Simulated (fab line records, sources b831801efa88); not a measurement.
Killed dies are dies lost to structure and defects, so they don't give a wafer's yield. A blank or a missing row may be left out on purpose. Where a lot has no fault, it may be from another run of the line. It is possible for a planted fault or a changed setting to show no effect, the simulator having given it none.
Chamber matching | flow gf180mcu | wet_bench-02 running GF_STI_WET_ETCH_28: 3 sister chambers
The step etches SiO2 in dHF, target depth 20 nm, time 40 s. 3 wafers are shown with their chamber, then 4 later ones without.

== WAFERS WITH THEIR CHAMBER ==
wafer  | chamber | bath_heat_duty_pct (%)
L834.4 | 0       | 6.4
L835.5 | 2       | 8.7
L847.5 | 1       | 7.6

== WAFERS WITHOUT THEIR CHAMBER ==
wafer  | bath_heat_duty_pct (%)
L847.6 | 7.3
L848.2 | 6.6
L848.3 | 6.8
L848.5 | 7.0

== CHAMBER TAKEN BY EACH ==
wafer  | from the rows above     | in truth
L847.6 | can't be placed: 1 or 0 | 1
L848.2 | can't be placed: 0 or 1 | 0
L848.3 | can't be placed: 0 or 1 | 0
L848.5 | can't be placed: 0 or 1 | 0
0 of 4 placed correctly. Can't be placed from these rows: 4 (the true chamber is among the candidates in 4). Placed wrongly: 0.
How it was worked out, from the rows above alone: a wafer's distance from a chamber is the root of the sum, over the readings, of the square of ((its reading less the chamber's mean) divided by the reading's scatter). If the next closest chamber is less than 2 further off than the closest, the wafer can't be placed; otherwise it belongs to the closest. The mean given for a chamber averages the wafers shown for that chamber. The scatter (one wafer shown for each chamber): square how far every hidden wafer sits from the nearest shown wafer, average those squares and take the square root.
